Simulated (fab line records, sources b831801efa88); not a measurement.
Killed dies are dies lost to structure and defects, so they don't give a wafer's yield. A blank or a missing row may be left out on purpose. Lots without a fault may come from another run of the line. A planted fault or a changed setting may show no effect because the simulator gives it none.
fab line records | flow sky130
record lots=12 wafers=36 last_day=49
route steps=708 shown METAL2@486 PAD_OPEN@708
lots that met no fault: from a run of the same line without faults
start_h: hours from the record's first day to the start of the lot's first wafer shown | wait_h: hours since the lot's step before | " the same as in the row above | L1.1+2: a row that stands for several wafers | - no value, or no start given | * or withheld: withheld | < > ~ a bound
route shown NAME@n: a module of which the file shows steps, and the number in the route of the first | usual: mean/standard deviation of fault-free wafers | same: alike in all rows | chamber/n: place in a boat | sites: the reading at each site | _std_site: their standard deviation | _edge_site: outer sites' mean less inner sites' | radius_mm: how far each site lies from the wafer's centre | mask NAME#n: copy n | behind: the tool/chamber that last shaped the wafer | hold: why the lot was held/for how many hours/how that ended | device: the transistor (n, p or np) that didn't switch | end of line: the same wafers' tests at the end of the route | a step without rows: its recipe alone | killed: dies lost to structure and defects at the first sort, not the wafer's yield | map: a wafer's dies, x killed, . not, _ none there
set.NAME: the setting as run; set.NAME@STEP: as run at that earlier step | model.NAME: the simulator's own value behind a step, which no gauge read
steps of the route over a sample of lots; a table a step, a row a wafer
services: from which hour (start_h, from the record's first day; less than 0 if before it) a tool's chamber was out of use, for how many hours, and why
## steps
# step SKY_METAL2_SPUTTER_03
# recipe material=Ti target_thk_nm=5 power_w=3000 time_s=3.3 chamber_pressure_pa=0.4
# usual throttle_valve_pct=29.4/0.88
# columns lot.wafer tool chamber start_h wait_h throttle_valve_pct
L239.3 pvd_sputter-03 - 796.78 0.0 29.6
L239.4 " - " " 29.4
L239.5 " - " " 29.2
L241.2 pvd_sputter-02 - 822.63 0.0 29.3
L241.3 " - " " 27.0
L241.5 " - " " 29.4
L240.2 pvd_sputter-03 - 823.18 0.0 29.1
L240.3 " - " " 30.1
L240.5 " - " " 29.1
L244.1 pvd_sputter-03 - 836.32 0.0 30.3
L244.2 " - " " 29.0
L244.4 " - " " 29.3
L245.1 pvd_sputter-04 - 836.95 0.0 30.3
L245.2 " - " " 29.9
L245.6 " - " " 30.0
L246.3 pvd_sputter-02 - 853.94 0.0 30.1
L246.5 " - " " 29.1
L246.6 " - " " 27.1
L247.4 pvd_sputter-04 - 868.12 0.0 29.0
L247.5 " - " " 29.5
L247.6 " - " " 28.8
L249.2 pvd_sputter-02 - 872.68 0.0 29.0
L249.3 " - " " 29.6
L249.6 " - " " 29.3
L250.2 pvd_sputter-04 - 891.04 0.0 28.9
L250.3 " - " " 29.9
L250.5 " - " " 29.9
L252.3 pvd_sputter-02 - 896.96 0.0 29.2
L252.4 " - " " 29.4
L252.6 " - " " 29.3
L256.3 pvd_sputter-02 - 924.19 0.0 30.2
L256.4 " - " " 26.9
L256.5 " - " " 29.7
L257.2 pvd_sputter-04 - 934.86 0.0 30.2
L257.4 " - " " 29.7
L257.6 " - " " 30.1
# step SKY_METAL2_SOFTBAKE_11
# recipe temp_c=100 time_s=90 resist=KrF-thick
# usual exhaust_pa=45.0/0.95 heater_power_total_W=57.36/0.11 run_length_s=119.08/0.16
# columns lot.wafer tool chamber start_h wait_h exhaust_pa heater_power_total_W run_length_s
L239.3 litho_track-02 0 810 - 44.7 57.40 119.18
L239.4 " 0 " " 45.1 57.44 119.25
L239.5 " 0 " " 45.0 57.39 118.99
L241.2 litho_track-04 0 835 - 45.9 57.37 119.13
L241.3 " 0 836 - 46.1 57.33 118.86
L241.5 " 0 " " 46.8 57.54 118.84
L240.2 litho_track-03 0 836 - 45.0 57.18 119.38
L240.3 " 0 " " 44.2 57.48 119.17
L240.5 " 0 " " 44.8 57.28 119.26
L244.1 litho_track-04 0 849 - 43.7 57.33 119.10
L244.2 " 0 " " 47.0 57.45 119.02
L244.4 " 0 " " 44.7 57.25 119.02
L245.1 litho_track-04 0 850 - 45.3 57.41 118.95
L245.2 " 0 " " 44.7 57.40 119.02
L245.6 " 0 " " 45.6 57.32 118.95
L246.3 litho_track-02 0 866 - 45.7 57.35 119.06
L246.5 " 0 " " 44.2 57.47 119.22
L246.6 " 0 " " 43.3 57.20 119.12
L247.4 litho_track-02 0 881 - 46.1 57.52 118.93
L247.5 " 0 " " 44.6 57.28 119.04
L247.6 " 0 " " 43.8 57.48 119.11
L249.2 litho_track-02 0 885 - 45.4 57.14 118.96
L249.3 " 0 " " 44.9 57.35 119.23
L249.6 " 0 " " 45.4 57.23 118.91
L250.2 litho_track-02 0 903 - 44.4 57.45 119.00
L250.3 " 0 " " 44.8 57.31 119.15
L250.5 " 0 " " 44.0 57.35 119.00
L252.3 litho_track-04 0 910 - 43.4 57.18 119.01
L252.4 " 0 " " 44.2 57.33 119.26
L252.6 " 0 " " 42.6 57.30 118.89
L256.3 litho_track-04 0 937 - 44.0 57.82 116.12
L256.4 " 0 " " 44.9 57.97 116.05
L256.5 " 0 " " 44.5 58.08 115.97
L257.2 litho_track-04 0 947 - 44.0 58.03 116.25
L257.4 " 0 " " 44.9 58.05 116.09
L257.6 " 0 " " 44.1 58.22 116.09
# step SKY_METAL2_OVL_MEAS_16
# usual METAL2_OVL=1/5.8
# columns lot.wafer tool chamber start_h wait_h METAL2_OVL[nm]
L239.3 overlay-02 - 823.45 0.1 1
L239.4 " - " " 9
L239.5 " - " " 3
L241.2 overlay-01 - 848.96 0.1 -6
L241.3 " - " " -4
L241.5 " - " " -6
L240.2 overlay-02 - 849.91 0.1 -6
L240.3 " - " " -4
L240.5 " - " " -6
L244.1 overlay-02 - 862.61 0.1 7
L244.2 " - " " 8
L244.4 " - " " 6
L245.1 overlay-02 - 863.31 0.1 5
L245.2 " - " " 6
L245.6 " - " " 6
L246.3 overlay-02 - 880.10 0.1 -5
L246.5 " - " " -6
L246.6 " - " " -4
L247.4 overlay-02 - 894.38 0.1 -2
L247.5 " - " " -7
L247.6 " - " " -6
L249.2 overlay-01 - 898.61 0.1 -2
L249.3 " - " " -6
L249.6 " - " " -12
L250.2 overlay-02 - 916.37 0.1 -5
L250.3 " - " " 9
L250.5 " - " " 0
L252.3 overlay-02 - 922.57 0.1 8
L252.4 " - " " 5
L252.6 " - " " 9
L256.3 overlay-01 - 949.37 0.1 6
L256.4 " - " " 6
L256.5 " - " " 9
L257.2 overlay-01 - 959.94 0.1 15
L257.4 " - " " 9
L257.6 " - " " 8
# step SKY_METAL2_DESCUM_17
# recipe chemistry=O2 source_power_w=150 bias_power_w=0 pressure_mtorr=10 temp_c=40 time_s=8
# usual drypump_motor_current_A=5.8/0.32 oes_product_au=1.001/0.0097 rf_fwd_power_W=147.5/1
# columns lot.wafer tool chamber start_h wait_h drypump_motor_current_A oes_product_au rf_fwd_power_W rf_hours_counter_h
L239.3 rie_metal-04 0 823.48 0.0 6.1 1.000 147.7 -
L239.4 " 1 " " 5.3 0.995 148.0 -
L239.5 " 1 " " 5.3 0.994 148.9 -
L241.2 rie_metal-04 1 848.99 0.0 5.3 1.007 148.7 10
L241.3 " 0 " " 6.1 0.997 148.5 -
L241.5 " 1 " " 5.3 0.996 148.5 -
L240.2 rie_metal-01 0 849.94 0.0 6.1 1.013 146.8 2
L240.3 " 1 " " 5.8 1.000 147.7 -
L240.5 " 0 " " 6.1 1.008 147.5 -
L244.1 rie_metal-03 0 862.64 0.0 5.5 1.000 145.9 14
L244.2 " 1 " " 5.9 1.014 147.2 10
L244.4 " 1 " " 5.9 1.023 146.8 -
L245.1 rie_metal-04 0 863.34 0.0 6.1 1.007 148.3 3
L245.2 " 1 " " 5.3 0.994 148.6 10
L245.6 " 0 " " 6.1 0.999 147.8 -
L246.3 rie_metal-01 0 880.13 0.0 6.1 1.021 146.8 -
L246.5 " 1 " " 5.7 1.017 147.9 -
L246.6 " 0 " " 6.1 1.021 146.8 -
L247.4 rie_metal-04 1 894.41 0.0 5.3 0.985 147.0 -
L247.5 " 0 " " 6.1 1.011 147.5 -
L247.6 " 1 " " 5.3 0.980 147.5 -
L249.2 rie_metal-03 1 898.64 0.0 5.9 1.019 146.9 11
L249.3 " 0 " " 5.5 0.994 146.5 -
L249.6 " 1 " " 5.9 1.007 146.2 -
L250.2 rie_metal-03 1 916.40 0.0 5.9 1.008 147.2 11
L250.3 " 1 " " 5.9 1.002 146.4 -
L250.5 " 1 " " 5.9 1.002 146.6 -
L252.3 rie_metal-01 1 922.61 0.0 5.8 0.998 148.7 -
L252.4 " 0 " " 6.1 1.004 146.7 -
L252.6 " 1 " " 5.8 0.991 148.1 -
L256.3 rie_metal-03 0 949.41 0.0 5.5 1.005 146.8 -
L256.4 " 1 " " 5.9 1.015 146.2 -
L256.5 " 0 " " 5.5 0.999 146.0 -
L257.2 rie_metal-03 1 959.97 0.0 5.9 1.020 146.8 13
L257.4 " 1 " " 5.9 1.018 146.5 -
L257.6 " 0 " " 5.5 1.006 146.5 -
# step SKY_PAD_OPEN_PROBE_99
# usual defect_limited_yield=82.4/2 killed_at_M0_to_M3=43/6.8 killed_at_M4_up=3.1/1.8 killed_at_contacts=25/5.8 killed_at_front_end=15/4.2 killed_at_other=0.3/0.5 killed_dies=87/9.7 killed_open=47/7.3 killed_short=39/6.6 sort_bin_3_pad_short=0.9/0.37 sort_bin_5_function=10.4/1.4 sort_bin_6_memory=6.3/1.1 sort_n_pass=405/9.7 sort_yield_pct=82.4/2
# same gross_dies=492 killed_at_back_side=0 sort_bin_4_leakage[%]=0 sort_bin_8_speed[%]=0
# columns lot.wafer tool chamber start_h wait_h defect_limited_yield[%] killed_at_M0_to_M3 killed_at_M4_up killed_at_contacts killed_at_front_end killed_at_other killed_dies killed_open killed_short sort_bin_3_pad_short[%] sort_bin_5_function[%] sort_bin_6_memory[%] sort_n_pass sort_yield_pct[%]
L239.3 prober-02 - 1077.46 0.2 85.6 41 2 18 10 0 71 41 30 1.4 8.9 4.1 421 85.6
L239.4 prober-02 - 1077.51 0.2 82.3 46 6 24 11 0 87 45 42 1.0 10.4 6.3 405 82.3
L239.5 prober-02 - 1077.56 0.2 84.3 34 3 22 18 0 77 37 40 1.0 10.4 4.3 415 84.3
L246.3 prober-01 - 1120.15 0.2 83.1 47 2 18 15 1 83 45 38 1.2 9.6 6.1 409 83.1
L246.5 prober-01 - 1120.25 0.2 82.7 52 1 20 12 0 85 47 38 0.4 10.8 6.1 407 82.7
L246.6 prober-01 - 1120.30 0.2 85.6 34 5 22 9 1 71 43 28 0.8 8.7 4.9 421 85.6
L252.3 prober-01 - 1155.78 0.2 86.6 35 2 15 13 1 66 38 28 0.4 7.3 5.7 426 86.6
L252.4 prober-01 - 1155.83 0.2 86.2 35 3 17 13 0 68 36 32 0.6 9.1 4.1 424 86.2
L252.6 prober-01 - 1155.93 0.2 82.1 49 4 19 15 1 88 50 38 0.4 12.0 5.5 404 82.1
# killed by level:class
L239.3 VIA1:geometric_particle:open=9 VIA3:geometric_particle:open=9 METAL2:geometric_particle:short=8 CONTACT:geometric_particle:open=8 LOCAL_INTERCONNECT:geometric_particle:short=5 VIA2:geometric_particle:short=4 VIA2:geometric_particle:open=4 POLY_GATE:geometric_particle:short=3
L239.4 METAL1:geometric_particle:short=12 VIA2:geometric_particle:open=8 VIA1:geometric_particle:open=7 LI_CONTACT:geometric_particle:open=6 CONTACT:geometric_particle:short=6 CONTACT:geometric_particle:open=6 VIA1:geometric_particle:short=5 FIELD_ISO:geometric_particle:short=4
L239.5 LI_CONTACT:geometric_particle:open=8 METAL2:geometric_particle:short=8 VIA2:geometric_particle:open=6 LI_CONTACT:geometric_particle:short=6 VIA3:geometric_particle:open=6 FIELD_ISO:geometric_particle:short=5 CONTACT:geometric_particle:open=5 VIA1:geometric_particle:short=5
L246.3 CONTACT:geometric_particle:open=9 VIA2:geometric_particle:open=9 VIA1:geometric_particle:open=8 VIA1:geometric_particle:short=7 VIA3:geometric_particle:open=6 FIELD_ISO:geometric_particle:short=5 FIELD_ISO:geometric_particle:open=5 LOCAL_INTERCONNECT:geometric_particle:short=4
L246.5 CONTACT:geometric_particle:open=11 VIA1:geometric_particle:open=10 METAL2:geometric_particle:short=9 VIA2:geometric_particle:open=8 METAL1:geometric_particle:short=7 VIA3:geometric_particle:open=7 POLY_GATE:geometric_particle:open=4 CONTACT:geometric_particle:short=4
L246.6 CONTACT:geometric_particle:open=14 VIA1:geometric_particle:open=12 METAL2:geometric_particle:short=7 VIA2:geometric_particle:open=4 METAL4:geometric_particle:short=4 POLY_GATE:geometric_particle:open=3 LI_CONTACT:geometric_particle:open=3 LOCAL_INTERCONNECT:geometric_particle:short=3
L252.3 VIA3:geometric_particle:open=10 VIA1:geometric_particle:open=8 CONTACT:geometric_particle:short=6 FIELD_ISO:geometric_particle:open=4 CONTACT:geometric_particle:open=4 SPACER:geometric_particle:short=3 VIA2:geometric_particle:open=3 METAL1:geometric_particle:short=3
L252.4 VIA1:geometric_particle:open=9 FIELD_ISO:geometric_particle:short=7 CONTACT:geometric_particle:open=6 METAL1:geometric_particle:short=5 VIA3:geometric_particle:open=5 VIA2:geometric_particle:open=5 LI_CONTACT:geometric_particle:open=4 LOCAL_INTERCONNECT:geometric_particle:short=4
L252.6 VIA1:geometric_particle:open=10 VIA2:geometric_particle:open=9 FIELD_ISO:geometric_particle:open=7 CONTACT:geometric_particle:open=6 METAL1:geometric_particle:short=6 METAL2:geometric_particle:short=6 VIA3:geometric_particle:open=5 CONTACT:geometric_particle:short=5
## services
# columns tool chamber start_h hours kind
rie_metal-04 0 774.87 - clean
rie_metal-04 0 774.87 19.0 scheduled_down
rie_metal-04 0 774.87 19.0 vent_cycle
rie_metal-01 0 779.52 - clean
rie_metal-01 0 779.52 19.8 scheduled_down
rie_metal-01 0 779.52 19.8 vent_cycle
pvd_sputter-02 - 820.47 1.4 repair
rie_metal-03 1 866.77 1.2 repair
pvd_sputter-03 - 869.41 4.9 repair
rie_metal-03 1 904.62 6.2 repair
pvd_sputter-02 - 919.42 3.8 repair
pvd_sputter-04 - 944.69 2.5 repair
## key
first_sign step=SKY_METAL2_SOFTBAKE_11 reading=run_length_s direction=down sigmas=18 usual=* struck=*
effect step=SKY_METAL2_SOFTBAKE_11 reading=heater_power_total_W direction=up sigmas=5.9 usual=* struck=*
met_at SKY_METAL2_SOFTBAKE_11
struck_lots L256,L257
not_acting_at SKY_METAL2_SPUTTER_03,SKY_METAL2_OVL_MEAS_16,SKY_METAL2_DESCUM_17
onset_between 910 937
fault kind=process_parameter_drift tool=litho_track-04 chamber=- onset_h=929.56 steps=SKY_METAL2_SOFTBAKE_11 channel=time_s offset=* shape=step end_h=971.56 acts_in=* stated=*
